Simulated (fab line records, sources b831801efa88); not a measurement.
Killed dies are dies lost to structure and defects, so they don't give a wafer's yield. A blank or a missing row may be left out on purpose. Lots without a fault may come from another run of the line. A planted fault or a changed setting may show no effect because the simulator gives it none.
Chamber matching | flow sky130 | SKY_LI_CONTACT_CMP_02 on cmp-02 has 4 sister chambers
The step polishes PSG. 4 wafers are shown with their chamber, then 8 later ones without.

WAFERS WITH THEIR CHAMBER
wafer  | chamber | motorCurrentA (A)
L260.4 | 0       | 13.8
L269.4 | 1       | 11.2
L269.6 | 2       | 12.0
L272.2 | 3       | 13.2

WAFERS WITH NO CHAMBER GIVEN
wafer  | motorCurrentA (A)
L272.3 | 10.7
L272.4 | 11.9
L274.2 | 13.7
L274.4 | 13.7
L274.5 | 13.5
L276.1 | 11.3
L276.2 | 11.9
L276.3 | 13.9

CHAMBER TAKEN BY EACH
wafer  | from the rows above     | in truth
L272.3 | 1                       | 1
L272.4 | 2                       | 2
L274.2 | can't be placed: 0 or 3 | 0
L274.4 | can't be placed: 0 or 3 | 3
L274.5 | can't be placed: 0 or 3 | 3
L276.1 | 1                       | 1
L276.2 | 2                       | 2
L276.3 | 0                       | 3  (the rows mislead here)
4 of 8 placed correctly. Cannot be placed on the basis of these rows: 3; the candidates contain the true chamber in 3. Placed wrongly: 1.
How it was worked out, from the rows above alone: a wafer's distance from a chamber is the root of the sum, over the readings, of the square of ((its reading less the chamber's mean) divided by the reading's scatter). The wafer belongs to the nearest chamber; if the next one is less than 2 further off, it can't be placed. The mean given for a chamber averages the wafers shown for that chamber. The scatter (one wafer shown for each chamber): square how far every hidden wafer sits from the nearest shown wafer, average those squares and take the square root.
